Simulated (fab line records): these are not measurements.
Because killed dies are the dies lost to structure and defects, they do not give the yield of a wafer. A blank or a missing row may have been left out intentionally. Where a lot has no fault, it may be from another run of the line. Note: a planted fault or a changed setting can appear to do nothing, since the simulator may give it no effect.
fab line records -- flow sky130
record: lots: 5, wafers: 15, last-day: 49
route steps=708 shown DNWELL@41 PWDE@45 NWELL@56 PAD_OPEN@708
lots that met no fault: from a run of the same line without faults
start-h: start of the lot's first displayed wafer, in hours after the record's first day -- wait-h: hours since the lot's step before -- " unchanged from the row above -- L1.1+2: a single row standing in for several wafers -- - either no value or no given start -- * or withheld: withheld -- < > ~ a bound
route shown NAME@n: a module of which the file shows steps, and the number in the route of the first -- usual: average and standard deviation across the fault-free wafers -- same: alike in all rows -- chamber/n: place in a boat -- sites: readings site by site -- _std_site: how widely they spread, as a standard deviation -- _edge_site: outer sites' mean less inner sites' -- radius-mm: how far each site lies from the wafer's centre -- mask NAME#n: copy n -- behind: the last tool/chamber to shape the wafer -- hold: why the lot went on hold/how many hours it stayed there/how the hold came to an end -- device: transistor that didn't switch, given as n, p or np -- end of line: the same wafers' tests at the end of the route -- a step given without rows: its recipe and nothing more -- killed: count of dies lost to structure and defects at first sort (not the wafer's yield) -- map: per-die view of a wafer (x killed, . not killed, _ where there is no die)
set.NAME: the setting the step ran with; set.NAME@STEP: the setting that earlier step ran with -- model.NAME: the simulator's own value behind a step, which no gauge read
a table for each step, a row for each wafer; lots at some steps of the route
services: from which hour (start-h, from the record's first day; less than 0 if before it) a tool's chamber was out of use, for how many hours, and why
== steps ==
step: SKY_DNWELL_DEVELOP_06
recipe: wall-angle-deg: 90, developer: TMAH, develop-time-s: 60, dev-temp-c: 23
step: SKY_DNWELL_IMPLANT_07
recipe: species: P, energy-kev: withheld, dose-cm2: withheld, tilt-deg: withheld
step: SKY_DNWELL_STRIP_08
recipe: chemistry: O2/N2, power-w: 1400, pressure-mtorr: 1500, platen-temp-c: withheld, o2-flow-sccm: 3000, n2-flow-sccm: 300, overash-fraction: 0.5
step: SKY_PWDE_DEHYDRATE_00
recipe: temp-c: 200, time-s: 60
step: SKY_PWDE_HMDS_01
recipe: prime-time-s: 60, prime-temp-c: 120
step: SKY_PWDE_COAT_02
recipe: spin-rpm: 2000, resist-thk-nm: 3000
step: SKY_PWDE_SOFTBAKE_03
recipe: temp-c: 110, time-s: withheld
step: SKY_PWDE_EXPOSE_04
recipe: mask-id: PWDEM, na: 0.6, source-shape: conventional, sigma-outer: 0.6, polarization: unpolarized, target-cd-nm: 840, dose-mj: 214
step: SKY_PWDE_PEB_05
recipe: temp-c: 115, time-s: withheld
step: SKY_PWDE_DEVELOP_06
recipe: wall-angle-deg: 90, developer: TMAH, develop-time-s: 60, dev-temp-c: 23
step: SKY_PWDE_IMPLANT_08
recipe: species: B, energy-kev: 150, dose-cm2: 3.6e+12, tilt-deg: withheld
lot.wafer,tool,chamber,start-h,wait-h
L157.1+4+5,implanter-04,0,137.05,0.0
L158.1+2+5,implanter-04,0,139.84,0.0
L160.1+2+3,implanter-04,0,151.05,0.0
L160.1+2+3,implanter-04,0,151.37,0.3
L161.2+4+6,implanter-04,0,158.37,0.0
L161.2+4+6,implanter-04,0,158.69,0.3
L162.3+4+6,implanter-04,0,162.94,0.1
L162.3+4+6,implanter-04,0,163.26,0.3
step: SKY_PWDE_STRIP_09
recipe: chemistry: O2/N2, power-w: 1400, pressure-mtorr: 1500, platen-temp-c: withheld, o2-flow-sccm: 3000, n2-flow-sccm: 300, overash-fraction: 0.5
step: SKY_PWDE_TW_MEAS_10
usual: PWDE_TW: 371.7/2
lot.wafer,tool,chamber,start-h,wait-h,PWDE_TW
L157.1,film-metro-04,-,137.30,0.1,369.9
L157.4,film-metro-04,-,137.30,0.1,372.7
L157.5,film-metro-04,-,137.30,0.1,368.9
L158.1,film-metro-02,-,140.09,0.1,373.7
L158.2,film-metro-02,-,140.09,0.1,373.8
L158.5,film-metro-02,-,140.09,0.1,376.4
L160.1,film-metro-04,-,151.62,0.1,457.1
L160.2,film-metro-04,-,151.62,0.1,457.0
L160.3,film-metro-04,-,151.62,0.1,457.8
L161.2,film-metro-04,-,158.93,0.1,455.2
L161.4,film-metro-04,-,158.93,0.1,457.4
L161.6,film-metro-04,-,158.93,0.1,455.4
L162.3,film-metro-04,-,163.48,0.1,454.2
L162.4,film-metro-04,-,163.48,0.1,456.8
L162.6,film-metro-04,-,163.48,0.1,458.5
step: SKY_NWELL_DEHYDRATE_03
recipe: temp-c: 200, time-s: 60
step: SKY_NWELL_HMDS_04
recipe: prime-time-s: 60, prime-temp-c: 120
step: SKY_NWELL_COAT_05
recipe: spin-rpm: 2000, resist-thk-nm: 3000
step: SKY_NWELL_SOFTBAKE_06
recipe: temp-c: 110, time-s: withheld
step: SKY_NWELL_EXPOSE_07
recipe: mask-id: NWM, na: 0.6, source-shape: conventional, sigma-outer: 0.6, polarization: unpolarized, target-cd-nm: 840, dose-mj: 255
step: SKY_NWELL_PEB_08
recipe: temp-c: 115, time-s: withheld
step: SKY_NWELL_DEVELOP_09
recipe: wall-angle-deg: 90, developer: TMAH, develop-time-s: 60, dev-temp-c: 23
step: SKY_NWELL_IMPLANT_11
recipe: species: P, energy-kev: 400, dose-cm2: 1.9e+13, tilt-deg: withheld
step: SKY_NWELL_IMPLANT_12
recipe: species: P, energy-kev: 120, dose-cm2: 1.3e+12, tilt-deg: withheld
step: SKY_NWELL_IMPLANT_13
recipe: species: P, energy-kev: 50, dose-cm2: 7e+11, tilt-deg: withheld
step: SKY_NWELL_STRIP_14
recipe: chemistry: O2/N2, power-w: 1400, pressure-mtorr: 1500, platen-temp-c: withheld, o2-flow-sccm: 3000, n2-flow-sccm: 300, overash-fraction: 0.5
step: SKY_NWELL_DEHYDRATE_16
recipe: temp-c: 200, time-s: 60
step: SKY_NWELL_HMDS_17
recipe: prime-time-s: 60, prime-temp-c: 120
step: SKY_NWELL_COAT_18
recipe: spin-rpm: 2000, resist-thk-nm: 3000
step: SKY_NWELL_SOFTBAKE_19
recipe: temp-c: 110, time-s: withheld
step: SKY_NWELL_EXPOSE_20
recipe: mask-id: NWM_COMPLEMENT, na: 0.6, source-shape: conventional, sigma-outer: 0.6, polarization: unpolarized, target-cd-nm: 840, dose-mj: 260
step: SKY_NWELL_PEB_21
recipe: temp-c: 115, time-s: withheld
step: SKY_NWELL_DEVELOP_22
recipe: wall-angle-deg: 90, developer: TMAH, develop-time-s: 60, dev-temp-c: 23
step: SKY_NWELL_IMPLANT_24
recipe: species: B, energy-kev: 140, dose-cm2: 9.2e+12, tilt-deg: withheld
step: SKY_NWELL_STRIP_25
recipe: chemistry: O2/N2, power-w: 1400, pressure-mtorr: 1500, platen-temp-c: withheld, o2-flow-sccm: 3000, n2-flow-sccm: 300, overash-fraction: 0.5
step: SKY_NWELL_CLEAN_27
recipe: chemistry: SC1/SC2, mix: 1:4:20, temp-c: 70, time-s: 150, dry: n2-spin
step: SKY_NWELL_RTA_28
recipe: temp-c: 1050, time-s: 30, idle-temp-c: 650, ramp-up-c-per-s: 150, ramp-down-c-per-s: 90, ambient: N2
step: SKY_NWELL_RS_MEAS_31
recipe: thk-meas-gauge: four-point-probe
usual: PWDE_RS: 5268/19
lot.wafer,tool,chamber,start-h,wait-h,PWDE_RS[ohm/sq]
L157.1,film-metro-01,-,178.10,0.1,5244
L157.4,film-metro-01,-,178.10,0.1,5260
L157.5,film-metro-01,-,178.10,0.1,5279
L158.1,film-metro-01,-,180.90,0.1,5282
L158.2,film-metro-01,-,180.90,0.1,5261
L158.5,film-metro-01,-,180.90,0.1,5261
L160.1,film-metro-02,-,192.24,0.1,3104
L160.2,film-metro-02,-,192.24,0.1,3103
L160.3,film-metro-02,-,192.24,0.1,3106
L161.2,film-metro-02,-,200.47,0.1,3111
L161.4,film-metro-02,-,200.47,0.1,3105
L161.6,film-metro-02,-,200.47,0.1,3114
L162.3,film-metro-04,-,204.54,0.1,3122
L162.4,film-metro-04,-,204.54,0.1,3114
L162.6,film-metro-04,-,204.54,0.1,3110
step: SKY_PAD_OPEN_PROBE_99
usual: killed_at_M0_to_M3: 42/6.6, killed_at_M4_up: 3.0/1.8, killed-at-contacts: 25/5.1, killed-at-front-end: 15/4.4, killed-at-other: 0.3/0.56, killed-dies: 86/8.6, killed-open: 47/6.9, killed-short: 38/6
same: gross-dies: 492, killed-at-back-side: 0
lot.wafer,tool,chamber,start-h,wait-h,killed_at_M0_to_M3,killed_at_M4_up,killed-at-contacts,killed-at-front-end,killed-at-other,killed-dies,killed-open,killed-short,model.etest.res_p_drift_20v.line-ohm-um,model.etest.res_p_drift_20v.rs-ohm-sq,model.etest.res-pwde-under-gate.rs-ohm-sq
L157.1,prober-01,-,1151.68,0.1,53,1,29,7,0,90,56,34,1.093e+04,8974,6186
L157.4,prober-01,-,1151.83,0.2,37,2,29,10,0,78,39,39,1.116e+04,9309,6195
L157.5,prober-01,-,1151.88,0.2,43,1,28,18,1,91,58,33,1.092e+04,9157,6158
L158.1,prober-02,-,1152.63,0.1,36,3,23,11,1,74,39,35,1.243e+04,1.028e+04,6199
L158.2,prober-02,-,1152.68,0.1,55,4,23,15,1,98,45,53,1.228e+04,1.035e+04,6195
L158.5,prober-02,-,1152.83,0.2,41,4,22,20,0,87,47,40,1.256e+04,1.05e+04,6088
L160.1,prober-02,-,1161.88,0.1,46,3,19,27,0,95,51,44,6006,4971,3316
L160.2,prober-02,-,1161.93,0.1,32,1,16,23,0,72,40,32,6063,5043,3320
L160.3,prober-02,-,1161.98,0.2,45,4,22,24,0,95,55,40,6013,4976,3311
L161.2,prober-01,-,1166.04,0.1,35,0,30,16,0,81,42,39,5670,4859,3364
L161.4,prober-01,-,1166.14,0.2,48,3,31,9,0,91,47,44,6208,5089,3331
L161.6,prober-01,-,1166.24,0.2,40,2,33,14,0,89,49,39,6226,5194,3344
L162.3,prober-02,-,1168.18,0.2,32,5,19,12,0,68,37,31,6074,5102,3362
L162.4,prober-02,-,1168.23,0.2,46,8,29,18,0,101,57,44,5815,4877,3313
L162.6,prober-02,-,1168.33,0.2,41,3,30,14,1,89,54,35,6154,5130,3333
killed by level:class
L157.1 LI_CONTACT:geometric-particle:open=15 VIA1:geometric-particle:open=14 VIA3:geometric-particle:open=10 VIA2:geometric-particle:open=6 METAL2:geometric-particle:short=6 CONTACT:geometric-particle:short=5 LOCAL_INTERCONNECT:geometric-particle:short=4 CONTACT:geometric-particle:open=4
L157.4 CONTACT:geometric-particle:open=9 METAL2:geometric-particle:short=7 VIA3:geometric-particle:open=6 LOCAL_INTERCONNECT:geometric-particle:short=6 VIA1:geometric-particle:open=6 LI_CONTACT:geometric-particle:open=5 VIA1:geometric-particle:short=5 VIA2:geometric-particle:open=5
L157.5 CONTACT:geometric-particle:open=17 VIA1:geometric-particle:open=12 VIA3:geometric-particle:open=8 FIELD_ISO:geometric-particle:open=6 VIA2:geometric-particle:short=5 LI_CONTACT:geometric-particle:open=4 VIA1:geometric-particle:short=4 METAL1:geometric-particle:short=4
L158.1 CONTACT:geometric-particle:open=11 CONTACT:geometric-particle:short=7 VIA1:geometric-particle:open=7 VIA2:geometric-particle:short=6 METAL3:geometric-particle:short=6 VIA3:geometric-particle:open=5 FIELD_ISO:geometric-particle:open=3 METAL1:geometric-particle:short=3
L158.2 METAL1:geometric-particle:short=13 VIA3:geometric-particle:open=9 LI_CONTACT:geometric-particle:open=7 CONTACT:geometric-particle:open=7 VIA1:geometric-particle:open=6 METAL2:geometric-particle:short=6 VIA2:geometric-particle:open=6 POLY_GATE:geometric-particle:short=5
L158.5 VIA2:geometric-particle:open=11 VIA1:geometric-particle:open=10 CONTACT:geometric-particle:open=9 POLY_GATE:geometric-particle:open=6 CONTACT:geometric-particle:short=6 POLY_GATE:geometric-particle:short=5 METAL2:geometric-particle:short=5 FIELD_ISO:geometric-particle:short=4
L160.1 VIA1:geometric-particle:open=10 VIA2:geometric-particle:open=9 CONTACT:geometric-particle:open=8 FIELD_ISO:geometric-particle:short=7 VIA3:geometric-particle:open=7 POLY_GATE:geometric-particle:short=6 FIELD_ISO:geometric-particle:open=5 LI_CONTACT:geometric-particle:open=4
L160.2 FIELD_ISO:geometric-particle:open=7 VIA1:geometric-particle:open=7 POLY_GATE:geometric-particle:open=6 FIELD_ISO:geometric-particle:short=4 LI_CONTACT:geometric-particle:open=4 METAL3:geometric-particle:short=4 CONTACT:geometric-particle:open=4 VIA1:geometric-particle:short=4
L160.3 VIA1:geometric-particle:open=17 CONTACT:geometric-particle:open=11 POLY_GATE:geometric-particle:short=8 LI_CONTACT:geometric-particle:open=8 FIELD_ISO:geometric-particle:short=6 METAL2:geometric-particle:short=6 VIA3:geometric-particle:short=5 FIELD_ISO:geometric-particle:open=4
L161.2 VIA1:geometric-particle:open=11 CONTACT:geometric-particle:short=8 CONTACT:geometric-particle:open=7 LI_CONTACT:geometric-particle:open=6 LOCAL_INTERCONNECT:geometric-particle:short=6 POLY_GATE:geometric-particle:open=5 METAL1:geometric-particle:short=5 VIA2:geometric-particle:open=5
L161.4 CONTACT:geometric-particle:open=16 VIA1:geometric-particle:open=15 VIA1:geometric-particle:short=12 VIA3:geometric-particle:open=6 LI_CONTACT:geometric-particle:short=5 METAL2:geometric-particle:short=5 LI_CONTACT:geometric-particle:open=4 FIELD_ISO:geometric-particle:open=3
L161.6 VIA1:geometric-particle:open=13 CONTACT:geometric-particle:open=11 VIA3:geometric-particle:open=8 VIA1:geometric-particle:short=7 LI_CONTACT:geometric-particle:open=6 LI_CONTACT:geometric-particle:short=6 CONTACT:geometric-particle:short=6 POLY_GATE:geometric-particle:short=5
L162.3 LI_CONTACT:geometric-particle:open=8 VIA1:geometric-particle:short=8 VIA1:geometric-particle:open=8 CONTACT:geometric-particle:open=7 METAL2:geometric-particle:short=5 FIELD_ISO:geometric-particle:short=4 VIA2:geometric-particle:open=4 FIELD_ISO:geometric-particle:open=3
L162.4 VIA1:geometric-particle:open=10 CONTACT:geometric-particle:open=9 VIA2:geometric-particle:open=9 POLY_GATE:geometric-particle:open=8 CONTACT:geometric-particle:short=7 VIA3:geometric-particle:open=7 METAL1:geometric-particle:short=7 LI_CONTACT:geometric-particle:short=6
L162.6 CONTACT:geometric-particle:open=18 METAL2:geometric-particle:short=8 FIELD_ISO:geometric-particle:open=7 LI_CONTACT:geometric-particle:open=6 VIA1:geometric-particle:open=6 METAL1:geometric-particle:short=5 VIA2:geometric-particle:open=5 VIA3:geometric-particle:short=5
== services ==
tool,chamber,start-h,hours,kind
implanter-04,-,116.66,2.1,repair
== key ==
first-sign: step: SKY_PWDE_IMPLANT_08, reading: visit, direction: added
effect: step: SKY_PWDE_TW_MEAS_10, reading: PWDE_TW, direction: up, sigmas: 42, usual: 371.7, struck: 456.6
effect: step: SKY_NWELL_RS_MEAS_31, reading: PWDE_RS, direction: down, sigmas: 99+, usual: 5268, struck: 3110
model-effect: step: SKY_PAD_OPEN_PROBE_99, value: etest.res_p_drift_20v.line-ohm-um, without: 1.119e+04, struck: 6025
met-at SKY_PWDE_IMPLANT_08
struck-wafers L160.1,L160.2,L160.3,L161.2,L161.4,L161.6,L162.3,L162.4,L162.6
tester-left-out L160,L161,L162
fault: kind: repeated-step-whole, tool: implanter-02,implanter-03,implanter-04, chamber: -, onset-h: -, steps: SKY_PWDE_IMPLANT_08, times: 1, scope: struck-lots-only
tester-left-out: of these lots the tester's yield and bins aren't shown, on N5 and GAA mostly nor the transistor test; their killed dies are dies lost to structure and defects alone, not to doping, threshold or leakage, so they don't give the yield
